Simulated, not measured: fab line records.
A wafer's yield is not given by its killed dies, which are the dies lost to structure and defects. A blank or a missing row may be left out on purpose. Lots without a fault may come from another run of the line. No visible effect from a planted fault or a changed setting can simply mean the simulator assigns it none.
Problem report in the 8D (eight disciplines) form, filled by code || flow gf180mcu || the parts of the form that need people (team, actions taken, sign-off) are left out

## 1. WHAT IS WRONG
At GF_V1_CMP_04, platen rpm averages 66.00 rpm over 2 wafers from 2 lots, while fault-free wafers read 60.00 rpm, standard deviation 0.039. That is +99 or more standard deviations from the usual mean.
The step: polishes SiO2.
Seen first at day 21 04:32 on cmp-01, wafer L619.1. The record holds 42 wafers of 14 lots with a number at this step. The rule behind "out" and "out of limits": a value lying over 4 standard deviations away from the usual mean. The other wafers with a number count as sound.

## 2. WHAT IT IS; WHAT IT IS NOT
{"question": "which readings at this step", "is": "platen rpm", "is not": "motor current A, time to endpoint s"}
{"question": "which lots", "is": "L619, L620", "is not": "L608, L609, L610, L611, L612, L614, L621, L626, L628, L629, L630, L631"}
{"question": "which wafers of those lots", "is": "L619.1, L620.3", "is not": "L619.4, L619.6, L620.2, L620.6"}
{"question": "read on which tools", "is": "cmp-01", "is not": "cmp-02"}
{"question": "when", "is": "from day 21 04:32", "is not": "up to then (20 sound wafers); but 20 sound wafers of L620, L621, L626, L628, L629, L630, L631 came after"}

## 3. WHAT RULES OUT EACH SUSPECT
Counting: if a tool at a process step up to the reading ran every lot that is out, it stays a suspect. Sound lots after the first of them don't rule it out here, since some wafers of a struck lot are sound.
- cmp-01 at GF_V1_CMP_04 (polishes SiO2): kept. It processed each lot that is out (first: L619, day 21 04:32); up to then, its last sound lot is L612 (day 18 13:16). Its own platen rpm readings are out on those wafers.
- In cmp-01 at GF_V1_CMP_04, the wafers that are out were processed in chamber 2 and their sound lot-mates in chambers 1, 3.
The count leaves cmp-01 at GF_V1_CMP_04.

## 4. THE CAUSE (what the simulator had put in)
cmp-01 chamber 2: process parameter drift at GF_V1_CMP_04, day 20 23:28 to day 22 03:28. From 60, the setting platen rpm moved by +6. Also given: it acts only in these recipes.
The count eliminated every tool but this one.

## 5. THE EFFECT CHAIN, in route order
Each row: a reading where the mean over the struck wafers with a number is more than 3 standard deviations away from the usual. Readings are gone through only where the record gives a usual standard deviation; hours: the median, over the lots, of the time from a lot's start at the first step in this table giving one to that lot's start at this step; sigmas: the change measured in usual standard deviations.
{"hours": 0, "step": "GF_V1_CMP_04", "reading": "platen rpm", "usual": "60.00 rpm", "on struck wafers": 66.00, "change": "+6.00", "sigmas": "+99 or more"}
The process steps in it:
- GF_V1_CMP_04: polishes SiO2.
At these later measuring or inspecting steps, every struck wafer for which the step has a row has a number for every such reading, and none has moved that far: GF_V1_BOW_MEAS_05, GF_V1_CD_MEAS_14.

## 6. WHAT WOULD HAVE CAUGHT IT SOONER
The fault began at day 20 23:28; the first out-of-limits reading in this record came at day 21 04:32, 5 hours later.
